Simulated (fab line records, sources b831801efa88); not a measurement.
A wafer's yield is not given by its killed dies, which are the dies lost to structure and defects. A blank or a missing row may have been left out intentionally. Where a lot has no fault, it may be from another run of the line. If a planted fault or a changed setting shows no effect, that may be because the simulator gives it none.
8D (eight disciplines) problem report, filled in by code -- flow sky130 -- the parts of the form that need people (team, actions taken, sign-off) are left out

== 1. PROBLEM STATEMENT ==
beam-on-s at SKY_GATE_OXIDE_IMPLANT_11 reads a mean of 11.32 s on 6 wafers of 2 lots; wafers without a fault read 9.99 s with a standard deviation of 0.19. That puts it +7.0 standard deviations away from the usual mean.
Earliest sighting: wafer L177.1 on implanter-03 at day 17 20:25. The record has a number at this step for 42 wafers belonging to 14 lots. The rule behind "out" and "out of limits": a value lying over 4 standard deviations away from the usual mean. All remaining wafers that have a number are taken as sound.

== 2. WHAT IT IS; WHAT IT IS NOT ==
question,is,is not
which readings at this step,"beam-on-s, faraday-current-uA",-
which lots,"L177, L178","L166, L167, L168, L173, L180, L181, L183, L184, L186, L187, L188, L189"
which wafers of those lots,all that have a number,-
read on which tools,implanter-03,"implanter-01, implanter-04"
when,from day 17 20:25,"up to then (12 sound wafers); but 24 sound wafers of L180, L181, L183, L184, L186, L187, L188, L189 came after"

== 3. WHAT RULES OUT EACH SUSPECT ==
Counting: a tool stays on the suspect list if, at a process step up to the reading, it processed all lots that are out and no sound lot following the first of them.
- implanter-03 at SKY_GATE_OXIDE_IMPLANT_11: ruled out as a lasting fault. The sound lots L186, L188 went through it after L177, its earliest lot that is out (day 17 20:25).
Left after counting: nothing in the record.

== 4. THE CAUSE (what the simulator had put in) ==
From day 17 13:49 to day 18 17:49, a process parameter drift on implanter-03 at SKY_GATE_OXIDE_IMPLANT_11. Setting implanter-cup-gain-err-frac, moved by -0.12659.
Counting ruled it out, wrongly.

== 5. SEQUENCE OF EFFECTS, ordered by route ==
Each row: a reading where the mean over the struck wafers with a number is more than 3 standard deviations away from the usual. Scope: only readings with a usual standard deviation given in the record; hours: median across lots of the time from each lot's start at the first step in this table that gives one to its start at this step; sigmas: change in usual standard deviations.
hours,step,reading,usual,on struck wafers,change,sigmas
0,SKY_GATE_OXIDE_IMPLANT_11,beam-on-s,9.99 s,11.32,+1.33,+7.0
0,SKY_GATE_OXIDE_IMPLANT_11,faraday-current-uA,14.68,12.97,-1.71,-6.3
The process steps in it:
- SKY_GATE_OXIDE_IMPLANT_11
Later steps that measure or inspect, where all struck wafers having a row at the step show a number for every such reading and not one has moved that far: SKY_GATE_OXIDE_TW_MEAS_14.

== 6. HOW IT WOULD HAVE BEEN CAUGHT EARLIER ==
In this record no reading fell out of limits until day 17 20:25, 7 hours after the fault had begun at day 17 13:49.
